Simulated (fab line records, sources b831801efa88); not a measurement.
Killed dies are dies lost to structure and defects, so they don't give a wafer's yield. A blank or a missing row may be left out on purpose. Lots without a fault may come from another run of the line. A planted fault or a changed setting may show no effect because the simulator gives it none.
A struck lot beside a sound one | flow sky130 | 21 steps out of a route of 708
Sound: wafers L253.1, L253.5, L253.6. Struck: wafers L266.1, L266.4. The cause comes at the end.
At each step with rows: each side's tool, then ch and its chambers, then its first start. Under that, the readings that differ: sound wafers | struck wafers | difference of the means | sigmas: that difference in standard deviations of wafers without a fault.
alike: readings whose means differ by less than 2 such deviations, and words and numbers that are the same on both sides. not compared: withheld readings, readings that some wafer has no value for, bounds like >300 that may hide the same value, and numbers for which the record gives no deviation and whose values overlap.
The two part at a step that has a row with sigmas, a row that says differs or no value, or rows on one side only. Numbers that don't overlap but have no deviation are shown without sigmas and don't part them. A reading that every wafer of one side lacks parts them only if that side has two wafers or more.

first, 1 step without rows for these wafers: SKY_LDD_LDN_IMPLANT_11.
SKY_LDD_LDN_STRIP_12: strips in O2/N2.
  sound on plasma_asher-01 ch 0,1, day 24 00:19; struck on plasma_asher-02 ch 0,1, day 28 03:36
  reading               | sound             | struck      | difference | sigmas
  oes_product_au (a.u.) | 0.713 0.712 0.712 | 0.725 0.723 | +0.012     | +2
  alike: drypump_motor_current_A, o2_flow_sccm, strip_time_to_endpoint_s
  not compared: rf_hours_counter_h
SKY_LDD_LDN_TW_MEAS_13:
  sound on film_metro-03, day 24 00:25; struck on film_metro-02, day 28 03:42
  alike: LDD_LDN_TW
then, 2 steps without rows for these wafers: SKY_LDD_LDN_CLEAN_14 (cleans in SC1/SC2, time 150 s); SKY_SPACER_CVD_00 (deposits Si3N4 from DCS/NH3, target thk 43.1 nm, time 740 s).
SKY_SPACER_THK_MEAS_01:
  sound on film_metro-02, day 24 01:43; struck on film_metro-03, day 28 07:19
  alike: SPACER_CVD_00_THK
SKY_SPACER_ETCHBACK_02: etches Si3N4 in CH3F/O2, stops on SiO2, time 46.7 s, target depth 45 nm.
  sound on rie_diel-01 ch 0,1, day 24 01:47; struck on rie_diel-02 ch 1,2, day 28 07:22
  alike: O2_flow_sccm, drypump_motor_current_A, oes_product_au, throttle_valve_pct
  not compared: rf_hours_counter_h
then, 5 steps without rows for these wafers: SKY_POLY_CUT_DEHYDRATE_00 (time 60 s); SKY_POLY_CUT_HMDS_01 (prime time 60 s); SKY_POLY_CUT_COAT_02 (resist thk 60 nm); SKY_POLY_CUT_COAT_03 (resist thk 450 nm); SKY_POLY_CUT_SOFTBAKE_04 (time 90 s).
SKY_POLY_CUT_EXPOSE_05: exposes mask NPCM, target cd 270 nm.
  sound on krf_scanner-01 ch 0, day 24 16:45; struck on krf_scanner-01 ch 0, day 28 22:57
  alike: mask
then, 2 steps without rows for these wafers: SKY_POLY_CUT_PEB_06; SKY_POLY_CUT_DEVELOP_07 (develop time 60 s).
SKY_POLY_CUT_CD_MEAS_08: target cd 270 nm.
  sound on cd_sem-01, day 25 07:20; struck on cd_sem-01, day 29 11:20
  reading    | sound             | struck      | difference | sigmas
  cd_nm (nm) | 269.1 269.1 268.9 | 266.2 265.6 | -3.1       | -2
SKY_POLY_CUT_OVL_MEAS_09:
  sound on overlay-02, day 25 07:28; struck on overlay-02, day 29 11:28
  alike: POLY_CUT_OVL
SKY_POLY_CUT_ETCH_10: etches BARC in N2/H2, stops on SiO2, time 45.9 s, target depth 60 nm.
  sound on rie_diel-01 ch 1,2, day 25 07:29; struck on rie_diel-03 ch 2,3, day 29 11:29
  reading                   | sound             | struck    | difference | sigmas
  model.POLY_CUT.cd_nm (nm) | 269.4 269.2 268.5 | 267 265.2 | -3         |
  alike: drypump_motor_current_A, oes_product_au, throttle_valve_pct
  not compared: rf_hours_counter_h
SKY_POLY_CUT_ETCH_11: etches Si3N4 in CF4/CH2F2/Ar, stops on poly-Si, time 42.5 s, target depth 60 nm.
  sound on rie_diel-01 ch 1,2, day 25 07:33; struck on rie_diel-03 ch 2,3, day 29 11:32
  reading                   | sound             | struck      | difference | sigmas
  model.POLY_CUT.cd_nm (nm) | 269.3 269.2 268.4 | 267.2 265.1 | -2.8       |
  alike: drypump_motor_current_A, oes_product_au, throttle_valve_pct
  not compared: rf_hours_counter_h
SKY_POLY_CUT_STRIP_12: strips in O2/N2.
  sound on plasma_asher-02 ch 0,1, day 25 07:37; struck on plasma_asher-03 ch 1, day 29 11:34
  alike: drypump_motor_current_A, o2_flow_sccm, oes_product_au, strip_time_to_endpoint_s
  not compared: rf_hours_counter_h
then, 1 step without rows for these wafers: SKY_PAD_OPEN_PROBE_99.

WHERE THEY PART
First at SKY_LDD_LDN_STRIP_12; last, within this record, at SKY_POLY_CUT_CD_MEAS_08. Later steps at which nothing parts them and some readings are alike: SKY_POLY_CUT_OVL_MEAS_09, SKY_POLY_CUT_ETCH_10, SKY_POLY_CUT_ETCH_11, SKY_POLY_CUT_STRIP_12.

WHY: what the simulator had put in
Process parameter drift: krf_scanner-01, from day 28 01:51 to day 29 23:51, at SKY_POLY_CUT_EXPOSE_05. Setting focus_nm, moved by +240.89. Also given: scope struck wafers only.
